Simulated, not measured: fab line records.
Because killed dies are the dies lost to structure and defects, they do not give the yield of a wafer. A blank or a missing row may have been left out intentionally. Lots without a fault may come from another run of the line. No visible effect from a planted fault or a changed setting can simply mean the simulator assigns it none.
fab line records + flow sky130
[record]
- lots = 6
- wafers = 18
- last-day = 50
route steps=708 shown METAL2@490
lots that met no fault: taken from a fault-free run of the same line
start-h: start of the lot's first displayed wafer, in hours after the record's first day + wait-h: hours elapsed since this lot's preceding step + " identical to the entry in the row above + L1.1+2: one row covering several wafers at once + - value missing, or start not given + * or withheld: withheld + < > ~ a bound
route shown NAME@n: a module of which the file shows steps, and the number in the route of the first + usual: average and standard deviation across the fault-free wafers + same: alike in all rows + chamber/n: place in a boat + sites: each site's reading + _std_site: the values' standard deviation + _edge_site: inner sites' mean taken away from outer sites' mean + radius-mm: for every site, how far away it sits from the centre of the wafer + mask NAME#n: copy n + behind: the most recent tool/chamber to have shaped the wafer + hold: reason for holding the lot/hours on hold/outcome of the hold + device: the transistor (n, p or np) that didn't switch + end of line: tests of these same wafers at the route's end + for a step that has no rows: nothing shown but its recipe + killed: not the wafer's yield, but the dies lost to structure and defects at the first sort + map: shows each die of a wafer: x if killed, . if not, _ if none is there
set.NAME: the setting as run; set.NAME@STEP: as run at that earlier step + model.NAME: the simulator's own value behind a step, which no gauge read
lots seen at some steps along the route; tables by step, rows by wafer
services: from which hour (start-h, from the record's first day; less than 0 if before it) a tool's chamber was out of use, for how many hours, and why
[[steps]]
[step SKY_METAL2_DEHYDRATE_07]
[recipe]
- temp-c = 200
- time-s = 60
[step SKY_METAL2_HMDS_08]
[recipe]
- prime-time-s = 60
- prime-temp-c = 120
[step SKY_METAL2_COAT_09]
[recipe]
- resist = BARC
- temp-c = withheld
- time-s = withheld
- spin-rpm = 3000
- resist-thk-nm = 60
[step SKY_METAL2_COAT_10]
[recipe]
- resist = KrF-thick
- spin-rpm = 3000
- resist-thk-nm = 450
[step SKY_METAL2_SOFTBAKE_11]
[recipe]
- temp-c = 100
- time-s = 90
- resist = KrF-thick
[step SKY_METAL2_EXPOSE_12]
[recipe]
- mask-id = MM2
- na = 0.8
- source-shape = annular
- sigma-inner = 0.55
- sigma-outer = 0.85
- target-cd-nm = 140
- dose-mj = 28
[step SKY_METAL2_PEB_13]
[recipe]
- peb-temp-c = withheld
- peb-time-s = withheld
- resist = KrF-thick
[step SKY_METAL2_DEVELOP_14]
[recipe]
- develop-time-s = 60
- resist = KrF-thick
- dev-temp-c = 21
[step SKY_METAL2_CD_MEAS_15]
[recipe]
- target-cd-nm = 140
[usual]
- cd-nm = 139.6/1.4
| lot.wafer | tool      | chamber | start-h | wait-h | cd-nm |
|-----------|-----------|---------|---------|--------|-------|
| L225.1    | cd-sem-02 | -       | 848.71  | -      | 139.7 |
| L225.2    | "         | -       | "       | "      | 139.6 |
| L225.4    | "         | -       | "       | "      | 140.0 |
| L232.1    | cd-sem-02 | -       | 905.16  | -      | 140.9 |
| L232.2    | "         | -       | "       | "      | 142.8 |
| L232.5    | "         | -       | "       | "      | 142.5 |
| L233.3    | cd-sem-01 | -       | 908.43  | -      | 141.1 |
| L233.4    | "         | -       | "       | "      | 139.2 |
| L233.6    | "         | -       | "       | "      | 137.7 |
| L239.1    | cd-sem-02 | -       | 951.94  | -      | 138.0 |
| L239.4    | "         | -       | "       | "      | 138.8 |
| L239.5    | "         | -       | "       | "      | 139.2 |
| L240.2    | cd-sem-01 | -       | 952.88  | -      | 139.3 |
| L240.3    | "         | -       | "       | "      | 139.0 |
| L240.6    | "         | -       | "       | "      | 139.5 |
| L241.3    | cd-sem-01 | -       | 964.75  | -      | 140.6 |
| L241.5    | "         | -       | "       | "      | 139.4 |
| L241.6    | "         | -       | "       | "      | 139.4 |
[step SKY_METAL2_OVL_MEAS_16]
[usual]
- METAL2_OVL = -3/7.2
| lot.wafer | tool       | chamber | start-h | wait-h | METAL2_OVL[nm] |
|-----------|------------|---------|---------|--------|----------------|
| L225.1    | overlay-02 | -       | 848.83  | 0.1    | 1              |
| L225.2    | "          | -       | "       | "      | -3             |
| L225.4    | "          | -       | "       | "      | -5             |
| L232.1    | overlay-02 | -       | 905.28  | 0.1    | 0              |
| L232.2    | "          | -       | "       | "      | -4             |
| L232.5    | "          | -       | "       | "      | 3              |
| L233.3    | overlay-02 | -       | 908.52  | 0.1    | -2             |
| L233.4    | "          | -       | "       | "      | -3             |
| L233.6    | "          | -       | "       | "      | -4             |
| L239.1    | overlay-01 | -       | 952.06  | 0.1    | -1             |
| L239.4    | "          | -       | "       | "      | -5             |
| L239.5    | "          | -       | "       | "      | -6             |
| L240.2    | overlay-02 | -       | 952.99  | 0.1    | -15            |
| L240.3    | "          | -       | "       | "      | -12            |
| L240.6    | "          | -       | "       | "      | -22            |
| L241.3    | overlay-02 | -       | 964.84  | 0.1    | -3             |
| L241.5    | "          | -       | "       | "      | -3             |
| L241.6    | "          | -       | "       | "      | -15            |
[step SKY_METAL2_DESCUM_17]
[recipe]
- chemistry = O2
- source-power-w = 150
- bias-power-w = 0
- pressure-mtorr = 10
- temp-c = 40
- time-s = 8
[usual]
- drypump-motor-current-A = 5.6/0.54
- oes-product-au = 1.002/0.01
[same]
- time-s = 8
| lot.wafer | tool         | chamber | start-h | wait-h | drypump-motor-current-A | oes-product-au | rf-hours-counter-h |
|-----------|--------------|---------|---------|--------|-------------------------|----------------|--------------------|
| L225.1    | rie-metal-01 | 0       | 848.86  | 0.0    | 5.6                     | 1.005          | 8                  |
| L225.2    | "            | 1       | "       | "      | 5.0                     | 0.997          | 12                 |
| L225.4    | "            | 0       | "       | "      | 5.6                     | 1.013          | -                  |
| L232.1    | rie-metal-04 | 1       | 905.31  | 0.0    | 5.2                     | 0.994          | 8                  |
| L232.2    | "            | 0       | "       | "      | 6.4                     | 1.006          | 6                  |
| L232.5    | "            | 1       | "       | "      | 5.2                     | 0.989          | -                  |
| L233.3    | rie-metal-03 | 0       | 908.56  | 0.0    | 5.1                     | 1.005          | -                  |
| L233.4    | "            | 1       | "       | "      | 6.1                     | 1.012          | -                  |
| L233.6    | "            | 0       | "       | "      | 5.1                     | 1.013          | -                  |
| L239.1    | rie-metal-01 | 1       | 952.10  | 0.0    | 5.0                     | 1.002          | 16                 |
| L239.4    | "            | 1       | "       | "      | 5.0                     | 1.019          | -                  |
| L239.5    | "            | 0       | "       | "      | 5.6                     | 1.017          | -                  |
| L240.2    | rie-metal-03 | 0       | 953.02  | 0.0    | 5.1                     | 0.993          | 17                 |
| L240.3    | "            | 0       | "       | "      | 5.1                     | 1.001          | -                  |
| L240.6    | "            | 0       | "       | "      | 5.1                     | 1.001          | -                  |
| L241.3    | rie-metal-01 | 1       | 964.88  | 0.0    | 5.0                     | 0.999          | -                  |
| L241.5    | "            | 1       | "       | "      | 5.0                     | 1.003          | -                  |
| L241.6    | "            | 0       | "       | "      | 5.7                     | 1.013          | -                  |
[step SKY_METAL2_ETCH_18]
[recipe]
- chemistry = N2/H2
- target = BARC
- ion-energy-ev = 200
- bias-w = 100
- pressure-mtorr = 30
- n2-flow-sccm = 100
- h2-flow-sccm = 200
- icp-w = 500
- stop-on = SiO2
- time-s = 45.9
- target-depth-a = 600
[usual]
- drypump-motor-current-A = 5.6/0.53
- oes-product-au = 0.855/0.0053
- throttle-valve-pct = 13.225/0.009
[same]
- time-s = 45.9
| lot.wafer | tool         | chamber | start-h | wait-h | drypump-motor-current-A | oes-product-au | rf-hours-counter-h | throttle-valve-pct |
|-----------|--------------|---------|---------|--------|-------------------------|----------------|--------------------|--------------------|
| L225.1    | rie-metal-01 | 0       | 848.90  | 0.0    | 5.6                     | 0.860          | 8                  | 13.225             |
| L225.2    | "            | 1       | "       | "      | 5.0                     | 0.859          | 12                 | 13.230             |
| L225.4    | "            | 0       | "       | "      | 5.7                     | 0.844          | -                  | 13.224             |
| L232.1    | rie-metal-04 | 1       | 905.34  | 0.0    | 5.2                     | 0.856          | 8                  | 13.239             |
| L232.2    | "            | 0       | "       | "      | 6.4                     | 0.866          | 6                  | 13.242             |
| L232.5    | "            | 1       | "       | "      | 5.2                     | 0.854          | -                  | 13.228             |
| L233.3    | rie-metal-03 | 0       | 908.60  | 0.0    | 5.1                     | 0.852          | -                  | 13.216             |
| L233.4    | "            | 1       | "       | "      | 6.1                     | 0.847          | -                  | 13.207             |
| L233.6    | "            | 0       | "       | "      | 5.1                     | 0.848          | -                  | 13.219             |
| L239.1    | rie-metal-01 | 1       | 952.13  | 0.0    | 5.0                     | 0.862          | 16                 | 13.216             |
| L239.4    | "            | 1       | "       | "      | 5.0                     | 0.866          | -                  | 13.218             |
| L239.5    | "            | 0       | "       | "      | 5.6                     | 0.851          | -                  | 13.214             |
| L240.2    | rie-metal-03 | 0       | 953.05  | 0.0    | 5.1                     | 0.855          | 17                 | 13.220             |
| L240.3    | "            | 0       | "       | "      | 5.1                     | 0.852          | -                  | 13.227             |
| L240.6    | "            | 0       | "       | "      | 5.1                     | 0.854          | -                  | 13.227             |
| L241.3    | rie-metal-01 | 1       | 964.92  | 0.0    | 5.0                     | 0.854          | -                  | 13.247             |
| L241.5    | "            | 1       | "       | "      | 5.0                     | 0.854          | -                  | 13.233             |
| L241.6    | "            | 0       | "       | "      | 5.7                     | 0.854          | -                  | 13.222             |
[step SKY_METAL2_METAL_ETCH_19]
[recipe]
- target-depth-a = 3600
- stop-on = SiO2
- over-etch-frac = 0.3
- time-s = 74.83
- chemistry = Cl2/BCl3
- resist-sidewall-deg = 88
- pressure-mtorr = 10
- icp-w = 900
- bias-w = 48.5
- Cl2_flow_sccm = 60
- bcl3-flow-sccm = 30
[usual]
- drypump-motor-current-A = 5.6/0.53
- oes-product-au = 0.874/0.006
- throttle-valve-pct = 22.264/0.0074
[same]
- time-s = 74.83
| lot.wafer | tool         | chamber | start-h | wait-h | drypump-motor-current-A | oes-product-au | rf-hours-counter-h | throttle-valve-pct | model.KrF-thick_of_METAL2_COAT_10.thk-nm | model.etch.depth-nm | model.METAL2.feature-depth-nm |
|-----------|--------------|---------|---------|--------|-------------------------|----------------|--------------------|--------------------|------------------------------------------|---------------------|-------------------------------|
| L225.1    | rie-metal-01 | 0       | 848.96  | 0.0    | 5.6                     | 0.864          | 8                  | 22.264             | 161.4                                    | 354.9               | 354.9                         |
| L225.2    | "            | 1       | "       | "      | 5.0                     | 0.867          | 12                 | 22.262             | 170                                      | 354.7               | 354.7                         |
| L225.4    | "            | 0       | "       | "      | 5.6                     | 0.863          | -                  | 22.264             | 158.2                                    | 353.4               | 353.4                         |
| L232.1    | rie-metal-04 | 1       | 905.41  | 0.0    | 5.2                     | 0.865          | 8                  | 22.257             | 175.2                                    | 357.6               | 357.6                         |
| L232.2    | "            | 0       | "       | "      | 6.4                     | 0.868          | 6                  | 22.267             | 171.7                                    | 352.9               | 352.9                         |
| L232.5    | "            | 1       | "       | "      | 5.2                     | 0.869          | -                  | 22.269             | 176.2                                    | 353.3               | 353.3                         |
| L233.3    | rie-metal-03 | 0       | 908.67  | 0.1    | 5.1                     | 0.869          | -                  | 22.259             | 165.8                                    | 361.1               | 361.1                         |
| L233.4    | "            | 1       | "       | "      | 6.1                     | 0.878          | -                  | 22.268             | 162.6                                    | 362.7               | 362.7                         |
| L233.6    | "            | 0       | "       | "      | 5.1                     | 0.876          | -                  | 22.268             | 163.6                                    | 360.5               | 360.5                         |
| L239.1    | rie-metal-01 | 1       | 952.19  | 0.0    | 5.0                     | 0.882          | 16                 | 22.266             | 162.9                                    | 359.2               | 359.2                         |
| L239.4    | "            | 1       | "       | "      | 5.0                     | 0.875          | -                  | 22.264             | 162.2                                    | 360.1               | 360.1                         |
| L239.5    | "            | 0       | "       | "      | 5.6                     | 0.793          | -                  | 22.277             | 239.1                                    | 303.7               | 303.7                         |
| L240.2    | rie-metal-03 | 0       | 953.11  | 0.0    | 5.1                     | 0.878          | 17                 | 22.269             | 166                                      | 360.5               | 360.5                         |
| L240.3    | "            | 0       | "       | "      | 5.1                     | 0.886          | -                  | 22.262             | 166.4                                    | 361.2               | 361.2                         |
| L240.6    | "            | 0       | "       | "      | 5.1                     | 0.874          | -                  | 22.266             | 167.8                                    | 359.9               | 359.9                         |
| L241.3    | rie-metal-01 | 1       | 964.99  | 0.1    | 5.1                     | 0.791          | -                  | 22.268             | 245.3                                    | 296.3               | 296.3                         |
| L241.5    | "            | 1       | "       | "      | 5.0                     | 0.794          | -                  | 22.254             | 244                                      | 298                 | 298                           |
| L241.6    | "            | 0       | "       | "      | 5.6                     | 0.870          | -                  | 22.258             | 162.3                                    | 361.9               | 361.9                         |
[step SKY_METAL2_STRIP_20]
[recipe]
- chemistry = O2/N2
- power-w = 1400
- pressure-mtorr = 1500
- platen-temp-c = withheld
- o2-flow-sccm = 3000
- n2-flow-sccm = 300
- overash-fraction = 0.5
[usual]
- drypump-motor-current-A = 5.6/0.33
- oes-product-au = 0.347/0.0047
- strip-time-to-endpoint-s = 2.79/0.051
| lot.wafer | tool            | chamber | start-h | wait-h | drypump-motor-current-A | oes-product-au | rf-hours-counter-h | strip-time-to-endpoint-s |
|-----------|-----------------|---------|---------|--------|-------------------------|----------------|--------------------|--------------------------|
| L225.1    | plasma-asher-04 | 1       | 849.05  | 0.1    | 5.9                     | 0.338          | 39                 | 2.73                     |
| L225.2    | "               | 0       | "       | "      | 5.2                     | 0.356          | 39                 | 2.82                     |
| L225.4    | "               | 0       | "       | "      | 5.2                     | 0.346          | -                  | 2.67                     |
| L232.1    | plasma-asher-03 | 1       | 905.50  | 0.1    | 5.6                     | 0.348          | 75                 | 2.87                     |
| L232.2    | "               | 0       | "       | "      | 5.3                     | 0.356          | 75                 | 2.83                     |
| L232.5    | "               | 1       | "       | "      | 5.6                     | 0.349          | -                  | 2.88                     |
| L233.3    | plasma-asher-02 | 1       | 908.76  | 0.1    | 5.6                     | 0.346          | -                  | 2.76                     |
| L233.4    | "               | 0       | "       | "      | 6.1                     | 0.341          | -                  | 2.74                     |
| L233.6    | "               | 1       | "       | "      | 5.6                     | 0.344          | -                  | 2.76                     |
| L239.1    | plasma-asher-03 | 0       | 952.28  | 0.1    | 5.3                     | 0.343          | 80                 | 2.74                     |
| L239.4    | "               | 1       | "       | "      | 5.6                     | 0.345          | -                  | 2.73                     |
| L239.5    | "               | 1       | "       | "      | 5.6                     | 0.375          | -                  | 3.58                     |
| L240.2    | plasma-asher-04 | 0       | 953.20  | 0.1    | 5.2                     | 0.350          | 50                 | 2.76                     |
| L240.3    | "               | 0       | "       | "      | 5.1                     | 0.341          | -                  | 2.77                     |
| L240.6    | "               | 0       | "       | "      | 5.1                     | 0.347          | -                  | 2.78                     |
| L241.3    | plasma-asher-04 | 1       | 965.08  | 0.1    | 5.9                     | 0.377          | -                  | 3.63                     |
| L241.5    | "               | 0       | "       | "      | 5.2                     | 0.378          | -                  | 3.60                     |
| L241.6    | "               | 1       | "       | "      | 5.9                     | 0.351          | -                  | 2.73                     |
[step SKY_METAL2_STRIP_21]
[recipe]
- chemistry = post-etch-residue-remover
- time-s = 1200
- temp-c = 72.5
[[services]]
| tool            | chamber | start-h | hours | kind   |
|-----------------|---------|---------|-------|--------|
| plasma-asher-04 | -       | 830.16  | 7.1   | repair |
| plasma-asher-03 | -       | 939.31  | 2.8   | pm     |
| plasma-asher-02 | -       | 950.56  | 2.8   | pm     |
[[key]]
[first-sign]
- step = SKY_METAL2_METAL_ETCH_19
- reading = oes-product-au
- direction = down
- sigmas = 14
- usual = 0.874
- struck = 0.792
[effect]
- step = SKY_METAL2_STRIP_20
- reading = strip-time-to-endpoint-s
- direction = up
- sigmas = 16
- usual = *
- struck = *
[model-effect]
- step = SKY_METAL2_METAL_ETCH_19
- value = KrF-thick_of_METAL2_COAT_10.thk-nm
- without = 163.6
- struck = 242.8
met-at SKY_METAL2_METAL_ETCH_19
struck-wafers L239.5,L241.3,L241.5
later-rows-left-out L239.5,L241.3,L241.5
sort-left-out L239.5,L241.3,L241.5
onset-between 848.96 952.19
[fault]
- kind = process-parameter-drift
- tool = rie-metal-01
- chamber = -
- onset-h = 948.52
- steps = SKY_METAL2_METAL_ETCH_19
- channel = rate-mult
- offset = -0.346
- shape = step
- end-h = 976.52
- scope = struck-wafers-only
// sort-left-out: the simulated sort isn't trusted on such a fault, so these wafers' sort isn't shown, and their yield isn't known
// later-rows-left-out: the simulator's readings of these wafers behind a module that went badly wrong aren't trusted and aren't shown, but for the sort
